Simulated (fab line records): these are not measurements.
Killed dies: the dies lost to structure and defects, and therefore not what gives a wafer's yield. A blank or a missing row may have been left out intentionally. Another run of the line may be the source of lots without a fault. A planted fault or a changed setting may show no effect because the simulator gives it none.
Split-lot study :: flow gf180mcu :: 23 wafers read from 5 lots, route of 602 steps

THE SPLIT
At GF_DNWELL_COAT_02 (resist thk 3000 nm), the setting spinRpm was moved away from the recipe's 2000 rpm on 4 of the 23 wafers read, by -7.2% to -4.5%. The other wafers ran this setting at the recipe's value.

The reading is taken at the split's own step.

THE READING
coat_of_DNWELL_COAT_02.thkNm (the simulator's own value, which no gauge read), in nm, at GF_DNWELL_COAT_02 (resist thk 3000 nm). The file gives no usual value for it. Across the 19 wafers here that went through the recipe, the average is 3003 nm and the standard deviation 6.2 nm.

wafer: L076.2
tool, chamber at the split: lithoTrack-03, 0
spinRpm as run, rpm: 2000
against the recipe: recipe
coat_of_DNWELL_COAT_02.thkNm, nm: 3011
against lot-mates on the recipe: -

wafer: L076.3
tool, chamber at the split: lithoTrack-03, 0
spinRpm as run, rpm: 2000
against the recipe: recipe
coat_of_DNWELL_COAT_02.thkNm, nm: 3007
against lot-mates on the recipe: -

wafer: L076.4
tool, chamber at the split: lithoTrack-03, 0
spinRpm as run, rpm: 2000
against the recipe: recipe
coat_of_DNWELL_COAT_02.thkNm, nm: 3006
against lot-mates on the recipe: -

wafer: L076.5
tool, chamber at the split: lithoTrack-03, 0
spinRpm as run, rpm: 2000
against the recipe: recipe
coat_of_DNWELL_COAT_02.thkNm, nm: 3000
against lot-mates on the recipe: -

wafer: L076.6
tool, chamber at the split: lithoTrack-03, 0
spinRpm as run, rpm: 2000
against the recipe: recipe
coat_of_DNWELL_COAT_02.thkNm, nm: 3005
against lot-mates on the recipe: -

wafer: L077.1
tool, chamber at the split: lithoTrack-03, 0
spinRpm as run, rpm: 2000
against the recipe: recipe
coat_of_DNWELL_COAT_02.thkNm, nm: 3005
against lot-mates on the recipe: -

wafer: L077.2
tool, chamber at the split: lithoTrack-03, 0
spinRpm as run, rpm: 2000
against the recipe: recipe
coat_of_DNWELL_COAT_02.thkNm, nm: 3017
against lot-mates on the recipe: -

wafer: L077.6
tool, chamber at the split: lithoTrack-03, 0
spinRpm as run, rpm: 2000
against the recipe: recipe
coat_of_DNWELL_COAT_02.thkNm, nm: 3004
against lot-mates on the recipe: -

wafer: L080.1
tool, chamber at the split: lithoTrack-01, 0
spinRpm as run, rpm: 2000
against the recipe: recipe
coat_of_DNWELL_COAT_02.thkNm, nm: 2993
against lot-mates on the recipe: -

wafer: L080.2
tool, chamber at the split: lithoTrack-01, 0
spinRpm as run, rpm: 1857
against the recipe: -7.2%
coat_of_DNWELL_COAT_02.thkNm, nm: 3109
against lot-mates on the recipe: +114

wafer: L080.3
tool, chamber at the split: lithoTrack-01, 0
spinRpm as run, rpm: 1857
against the recipe: -7.2%
coat_of_DNWELL_COAT_02.thkNm, nm: 3113
against lot-mates on the recipe: +118

wafer: L080.5
tool, chamber at the split: lithoTrack-01, 0
spinRpm as run, rpm: 2000
against the recipe: recipe
coat_of_DNWELL_COAT_02.thkNm, nm: 3001
against lot-mates on the recipe: -

wafer: L080.6
tool, chamber at the split: lithoTrack-01, 0
spinRpm as run, rpm: 2000
against the recipe: recipe
coat_of_DNWELL_COAT_02.thkNm, nm: 2992
against lot-mates on the recipe: -

wafer: L082.1
tool, chamber at the split: lithoTrack-04, 0
spinRpm as run, rpm: 2000
against the recipe: recipe
coat_of_DNWELL_COAT_02.thkNm, nm: 3000
against lot-mates on the recipe: -

wafer: L082.2
tool, chamber at the split: lithoTrack-04, 0
spinRpm as run, rpm: 2000
against the recipe: recipe
coat_of_DNWELL_COAT_02.thkNm, nm: 2995
against lot-mates on the recipe: -

wafer: L082.5
tool, chamber at the split: lithoTrack-04, 0
spinRpm as run, rpm: 2000
against the recipe: recipe
coat_of_DNWELL_COAT_02.thkNm, nm: 2995
against lot-mates on the recipe: -

wafer: L082.3
tool, chamber at the split: lithoTrack-04, 0
spinRpm as run, rpm: 1909
against the recipe: -4.5%
coat_of_DNWELL_COAT_02.thkNm, nm: 3074
against lot-mates on the recipe: +77

wafer: L082.6
tool, chamber at the split: lithoTrack-04, 0
spinRpm as run, rpm: 1909
against the recipe: -4.5%
coat_of_DNWELL_COAT_02.thkNm, nm: 3077
against lot-mates on the recipe: +80

wafer: L084.1
tool, chamber at the split: lithoTrack-04, 0
spinRpm as run, rpm: 2000
against the recipe: recipe
coat_of_DNWELL_COAT_02.thkNm, nm: 3002
against lot-mates on the recipe: -

wafer: L084.6
tool, chamber at the split: lithoTrack-04, 0
spinRpm as run, rpm: 2000
against the recipe: recipe
coat_of_DNWELL_COAT_02.thkNm, nm: 3002
against lot-mates on the recipe: -

wafer: L084.2
tool, chamber at the split: lithoTrack-04, 0
spinRpm as run, rpm: 2000
against the recipe: recipe
coat_of_DNWELL_COAT_02.thkNm, nm: 3007
against lot-mates on the recipe: -

wafer: L084.3
tool, chamber at the split: lithoTrack-04, 0
spinRpm as run, rpm: 2000
against the recipe: recipe
coat_of_DNWELL_COAT_02.thkNm, nm: 3001
against lot-mates on the recipe: -

wafer: L084.5
tool, chamber at the split: lithoTrack-04, 0
spinRpm as run, rpm: 2000
against the recipe: recipe
coat_of_DNWELL_COAT_02.thkNm, nm: 3010
against lot-mates on the recipe: -

THE FIT
A straight line over all 23 wafers: coat_of_DNWELL_COAT_02.thkNm changes by -15.4 nm for each +1% of spinRpm; r = -0.99; the points scatter about the line by 6 nm.
The same after taking each lot's own level away (the mean of its wafers on the recipe; 23 wafers): -16.5 nm for each +1%; r = -0.99; scatter 4.1 nm.
The reading moves by 1.2e+02 nm for the largest change in spinRpm, on that fit.
The span of the lots' own levels, 2995.3 to 3008.7 nm, comes to 2.1 times the standard deviation stated above.
The two slopes agree, so the slope changes little with the lot-to-lot level.
Check: for one of the wafers moved furthest among these (-7.2%), held out of the fit, the line's prediction against its lot-mates is +120 nm. Against them it came out at +114 nm.

OTHER SPLITS ON THESE WAFERS
These wafers also went through other splits before the reading. Each is held against what the fit with the lots' levels taken away leaves over:
other split on the same wafers: GF_STI_ETCH_13 overEtchFrac
wafers away from the commonest value: 7
r with coat_of_DNWELL_COAT_02.thkNm (lot level and that fit taken away): -0.12

THE WHOLE CHAIN: every reading that the file lists as answering this split, in the file's order
step: GF_DNWELL_COAT_02
what it does: resist thk 3000 nm
reading: coat_of_DNWELL_COAT_02.thkNm (the simulator's own value, which no gauge read)
change (the file's fit): -16.5 nm for each +1% of the setting
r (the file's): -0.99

step: GF_DNWELL_STRIP_08
what it does: strips in O2/N2
reading: stripTimeToEndpointS
change (the file's fit): withheld for each +1% of the setting
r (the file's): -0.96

THE FILE'S OWN FIT
coat_of_DNWELL_COAT_02.thkNm changes by -16.5 nm for each +1% of spinRpm, r = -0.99.
